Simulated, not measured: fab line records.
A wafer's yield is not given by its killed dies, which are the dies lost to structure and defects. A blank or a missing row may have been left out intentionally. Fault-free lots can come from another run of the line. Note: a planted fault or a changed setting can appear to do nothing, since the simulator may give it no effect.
Comparing a struck lot with a sound one + flow gf180mcu + 24 out of 602 route steps
Sound: the wafers L950.2, L950.3, L950.4. Struck: wafer L957.2. (L957.5 of the same lot was not struck and is left out.) The cause comes at the end.
For every step that has rows: the tool of each side, followed by ch and its chambers, followed by its first start. Under that, the readings that differ: sound wafers + struck wafers + difference of the means + sigmas: that difference in standard deviations of wafers without a fault.
alike: same words and numbers on both sides, and readings whose means sit less than 2 such deviations apart. not compared: any withheld reading, any reading some wafer has no value for, any bound like >300 that may hide the same value, and any number with overlapping values for which the record gives no deviation.
A row with sigmas, a row that says differs or no value, or rows on one side alone: a step with any of these is where the two part. When numbers do not overlap yet have no deviation, they are printed without sigmas and do not part them. A reading that every wafer of one side lacks parts them only if that side has two wafers or more.

GF_SALICIDE_RTA_06: time 30 s.
  sound on rtpAnneal-02 ch 0, day 14 21:17; struck on rtpAnneal-01 ch 0, day 17 18:32
| reading          | sound             | struck | difference | sigmas |
|------------------|-------------------|--------|------------|--------|
| lampPowerPct (%) | 7.8 7.8 7.8       | 5.9    | -1.9       | -2     |
| wafer_temp_C_max | 533.1 533.6 533.3 | 531.9  | -1.4       | -2     |
then, 1 step without rows for these wafers: GF_SALICIDE_WET_ETCH_07 (etches the open film in SPM, target depth 120 nm).
GF_SALICIDE_RTA_08: time 30 s.
  sound on rtpAnneal-01 ch 0, day 14 21:29; struck on rtpAnneal-02 ch 0, day 17 18:44
| reading          | sound             | struck | difference | sigmas |
|------------------|-------------------|--------|------------|--------|
| wafer_temp_C_max | 803.0 802.4 802.0 | 804.4  | +1.9       | +2     |
  alike: lampPowerPct
then, 1 step without rows for these wafers: GF_CONTACT_CVD_00 (deposits SiO2, target thk 300 nm, time 50 s).
GF_CONTACT_THK_MEAS_01:
  sound: filmMetro-02 at day 14 21:37; struck: filmMetro-03 at day 17 18:52
  alike: CONTACT_CVD_00_THK
GF_CONTACT_CVD_02: deposits SiO2 from TEOS, target thk 860 nm, time 95.992 s.
  sound on pecvd-04 ch 0,1, day 14 21:40; struck on pecvd-02 ch 0, day 17 18:55
  alike: heaterPowerW
GF_CONTACT_THK_MEAS_03:
  sound: filmMetro-01 at day 14 21:45; struck: filmMetro-01 at day 17 19:00
  alike: CONTACT_CVD_02_THK
GF_CONTACT_CMP_04: polishes SiO2.
  sound on cmp-01 ch 0,2,3, day 14 21:48; struck on cmp-01 ch 1, day 17 19:12
| reading           | sound          | struck | difference | sigmas |
|-------------------|----------------|--------|------------|--------|
| motorCurrentA (A) | 12.4 13.2 11.9 | 9.5    | -3.0       | -2     |
  alike: retainingRingPressureFrac, timeToEndpointS
GF_CONTACT_BOW_MEAS_05:
  sound: filmMetro-01 at day 14 22:07; struck: filmMetro-03 at day 17 19:22
  alike: CONTACT_BOW
then, 3 steps without rows for these wafers: GF_CONTACT_DEHYDRATE_06 (time 60 s); GF_CONTACT_HMDS_07 (prime time 60 s); GF_CONTACT_COAT_08.
GF_CONTACT_COAT_09: resist thk 1000 nm.
  sound on lithoTrack-01 ch 0, day 15 08:00; struck on lithoTrack-01 ch 0, day 18 07:00
| reading                                 | sound            | struck | difference | sigmas |
|-----------------------------------------|------------------|--------|------------|--------|
| model.KrF_of_CONTACT_COAT_09.thkNm (nm) | 1003 998.7 999.8 | 1101   | +100       |        |
  alike: resistLineTempC
then, 3 steps without rows for these wafers: GF_CONTACT_SOFTBAKE_10 (time 60 s); GF_CONTACT_EXPOSE_11 (exposes mask Contact, target cd 220 nm); GF_CONTACT_PEB_12 (peb time 90 s).
GF_CONTACT_DEVELOP_13: develop time 60 s.
  sound on lithoTrack-01 ch 0, day 15 18:58; struck on lithoTrack-01 ch 0, day 18 18:55
| reading                                 | sound             | struck | difference | sigmas |
|-----------------------------------------|-------------------|--------|------------|--------|
| model.KrF_of_CONTACT_COAT_09.thkNm (nm) | 988.4 983.8 984.8 | 1086   | +100       |        |
  alike: resistLineTempC
GF_CONTACT_CD_MEAS_14 targets a cd of 220 nm.
  sound: cdSem-01 at day 15 19:07; struck: cdSem-02 at day 18 19:04
  alike: cdNm
GF_CONTACT_OVL_MEAS_15:
  sound: overlay-02 at day 15 19:14; struck: overlay-01 at day 18 19:10
  alike: CONTACT_OVL
GF_CONTACT_ETCH_16: etches BARC in N2/H2.
  sound on rieDiel-04 ch 0,1,2, day 15 19:16; struck on rieDiel-04 ch 0, day 18 19:12
  alike: drypumpMotorCurrentA, h2FlowSccm, oesProductAu, throttleValvePct
  not compared: model.CONTACT.cdNm
GF_CONTACT_ETCH_17: etches SiO2 in C4F8/O2/Ar, stops on CoSi2, target depth 860 nm.
  sound: rieDiel-04 ch 0,1,2; struck: rieDiel-04 ch 0
  alike: oesProductAu
  not compared: model.CONTACT.cdNm
GF_CONTACT_STRIP_18: strips in O2/N2.
  sound on plasmaAsher-02 ch 0,1, day 15 19:25; struck on plasmaAsher-01 ch 1, day 18 19:22
| reading             | sound             | struck | difference | sigmas |
|---------------------|-------------------|--------|------------|--------|
| oesProductAu (a.u.) | 0.578 0.589 0.583 | 0.623  | +0.040     | +8     |
  alike: drypumpMotorCurrentA, heaterPowerW
  not compared: rfHoursCounterH
then, 1 step without rows for these wafers: GF_CONTACT_CLEAN_19 (cleans in SPM).
-- the record jumps here: 12 days lie between the struck wafers' starts before and after (it left off in module CONTACT and takes up again in module PASSIVATION, whose first step shown is number 602 of the route) --
GF_PASSIVATION_PROBE_99:
  rows exist in the record for the struck wafers here (prober-02, day 31 06:12), but not for the sound ones

== WHERE THEY PART ==
Earliest at GF_SALICIDE_RTA_06; latest, in this record, at GF_PASSIVATION_PROBE_99.

WHY: the cause the simulator had injected
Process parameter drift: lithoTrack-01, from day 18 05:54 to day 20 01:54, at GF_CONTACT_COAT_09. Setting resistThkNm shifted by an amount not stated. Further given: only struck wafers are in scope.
